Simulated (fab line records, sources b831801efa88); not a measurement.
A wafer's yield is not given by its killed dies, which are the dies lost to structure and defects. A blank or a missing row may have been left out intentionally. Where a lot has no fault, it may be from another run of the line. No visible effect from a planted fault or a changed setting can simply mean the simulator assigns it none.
A lot that was struck, set against a sound lot || flow sky130 || 44 steps out of a route of 708
Sound: the wafers L234.1, L234.5, L234.6. Wafers struck: L238.2, L238.3, L238.5. The cause comes at the end.
Per side, at each step with rows, come the tool, then ch with its chambers, and then its first start. Under that, the readings that differ: sound wafers || struck wafers || difference of the means || sigmas: that difference in standard deviations of wafers without a fault.
alike: same words and numbers on both sides, and readings whose means sit less than 2 such deviations apart. not compared: any withheld reading, any reading some wafer has no value for, any bound like >300 that may hide the same value, and any number with overlapping values for which the record gives no deviation.
A row with sigmas, a row that says differs or no value, or rows on one side alone: a step with any of these is where the two part. When numbers do not overlap yet have no deviation, they are printed without sigmas and do not part them. A reading that every wafer of one side lacks parts them only if that side has two wafers or more.

first, 1 step without rows for these wafers: SKY_VIA3_ETCH_15 (etches SiO2 in C4F8/O2/Ar, stops on TiN, target depth 507 nm, time 78 s).
SKY_VIA3_STRIP_16: strips in O2/N2.
  sound on plasmaAsher-01 ch 0,1, day 39 15:02; struck on plasmaAsher-04 ch 0,1, day 41 20:38
  alike: drypumpMotorCurrentA, oesProductAu, stripTimeToEndpointS
  not compared: rfHoursCounterH
then, 5 steps without rows for these wafers: SKY_VIA3_STRIP_17 (strips in post etch residue remover, time 1200 s); SKY_VIA3_CLEAN_18 (cleans in IPA, time 180 s); SKY_VIA3_CLEAN_19 (cleans in O3/DIW); SKY_VIA3_SPUTTER_20 (material TiN, target thk 20 nm, time 80 s); SKY_VIA3_CVD_21 (deposits W, target thk 390 nm, time 117.31 s).
SKY_VIA3_RS_MEAS_22: measures by four-point-probe.
  sound on filmMetro-03, day 39 15:50; struck on filmMetro-03, day 41 21:28
  alike: VIA3_W_RS
SKY_VIA3_THK_MEAS_23: measures by xrf.
  sound on filmMetro-03, day 39 15:58; struck on filmMetro-03, day 41 21:34
  alike: VIA3_W_THK
SKY_VIA3_CMP_24: polishes, stops on SiO2, t overpolish 20 s, target thk 0 nm.
  sound on cmp-02 ch 0,1,3, day 39 16:07; struck on cmp-01 ch 2,3, day 41 21:40
  alike: motorCurrentA, overpolishRunS, timeToEndpointS
SKY_METAL4_SPUTTER_00: material Ti, target thk 15 nm, time 10 s.
  sound on pvdSputter-01, day 39 16:19; struck on pvdSputter-01, day 41 21:55
  alike: throttleValvePct
then, 1 step without rows for these wafers: SKY_METAL4_SPUTTER_01 (material TiN, target thk 20 nm, time 16.32 s).
SKY_METAL4_SPUTTER_02: material AlCu, target thk 735 nm, time 39.1 s.
  sound on pvdSputter-01, day 39 16:22; struck on pvdSputter-01, day 41 21:58
{"reading": "model.AlCu_of_METAL4_SPUTTER_02.thkNm (nm)", "sound": "733.3 732.4 737.8", "struck": "1379 1383 1384", "difference": "+648", "sigmas": ""}
  alike: throttleValvePct
then, 2 steps without rows for these wafers: SKY_METAL4_SPUTTER_03 (material Ti, target thk 5 nm, time 3.3 s); SKY_METAL4_SPUTTER_04 (material TiN, target thk 70 nm, time 58.3 s).
SKY_CAP2M_CVD_00: deposits SiO2, target thk 15.5 nm.
  sound on pecvd-02 ch 0,1,2, day 39 16:29; struck on pecvd-03 ch 0,1, day 41 22:04
  alike: heaterPowerW
SKY_CAP2M_THK_MEAS_01:
  sound on filmMetro-02, day 39 16:30; struck on filmMetro-02, day 41 22:07
  alike: CAP2M_CVD_00_THK
SKY_CAP2M_SPUTTER_02: material TiN, target thk 200 nm, time 166.7 s.
  sound on pvdSputter-03, day 39 16:34; struck on pvdSputter-03, day 41 22:10
  alike: substrateTempC, throttleValvePct
SKY_CAP2M_RS_MEAS_03: measures by four-point-probe.
  sound on filmMetro-01, day 39 16:40; struck on filmMetro-01, day 41 22:17
  alike: CAP2M_TIN_RS
SKY_CAP2M_THK_MEAS_04: measures by xrf.
  sound on filmMetro-01, day 39 16:47; struck on filmMetro-01, day 41 22:24
  alike: CAP2M_TIN_THK
then, 7 steps without rows for these wafers: SKY_CAP2M_DEHYDRATE_05 (time 60 s); SKY_CAP2M_HMDS_06 (prime time 60 s); SKY_CAP2M_COAT_07 (resist thk 1140 nm); SKY_CAP2M_SOFTBAKE_08 (time 60 s); SKY_CAP2M_EXPOSE_09 (exposes mask CAP2M, target cd 1000 nm); SKY_CAP2M_PEB_10; SKY_CAP2M_DEVELOP_11 (develop time 60 s).
SKY_CAP2M_OVL_MEAS_12:
  sound on overlay-01, day 40 16:41; struck on overlay-01, day 42 21:08
  alike: CAP2M_OVL
then, 13 steps without rows for these wafers: SKY_CAP2M_METAL_ETCH_13 (etches TiN in Cl2/BCl3, stops on SiO2, target depth 220 nm, time 62.9 s); SKY_CAP2M_STRIP_14 (strips in O2/N2); SKY_CAP2M_STRIP_15 (strips in post etch residue remover, time 1200 s); SKY_CAP2M_CLEAN_16 (cleans in IPA, time 180 s); SKY_CAP2M_CLEAN_17 (cleans in O3/DIW); SKY_METAL4_DEHYDRATE_05 (time 60 s); SKY_METAL4_HMDS_06 (prime time 60 s); SKY_METAL4_COAT_07 (resist thk 60 nm); SKY_METAL4_COAT_08 (resist thk 1140 nm); SKY_METAL4_SOFTBAKE_09 (time 90 s); SKY_METAL4_EXPOSE_10 (exposes mask MM4, target cd 300 nm); SKY_METAL4_PEB_11; SKY_METAL4_DEVELOP_12 (develop time 60 s).
SKY_METAL4_CD_MEAS_13: target cd 300 nm.
  sound on cdSem-01, day 41 16:16; struck on cdSem-02, day 43 21:20
  alike: cdNm
SKY_METAL4_METAL_ETCH_18: etches the open film in Cl2/BCl3, stops on SiO2, target depth 845 nm, time 183.1 s.
  sound on rieMetal-04 ch 0,1, day 41 16:34; struck on rieMetal-04 ch 0,1, day 43 21:37
{"reading": "oesProductAu (a.u.)", "sound": "0.863 0.862 0.863", "struck": "1.016 0.977 1.017", "difference": "+0.141", "sigmas": "+21"}
  alike: drypumpMotorCurrentA, heBacksideLeakSccm, throttleValvePct
  not compared: rfHoursCounterH
SKY_PAD_OPEN_PROBE_99:
  rows exist in the record for the sound wafers here (prober-01, day 45 16:23), none for the struck ones

## WHERE THEY PART
Last at SKY_PAD_OPEN_PROBE_99 as far as this record goes, first at SKY_METAL4_METAL_ETCH_18.

WHY: whatever the simulator had introduced
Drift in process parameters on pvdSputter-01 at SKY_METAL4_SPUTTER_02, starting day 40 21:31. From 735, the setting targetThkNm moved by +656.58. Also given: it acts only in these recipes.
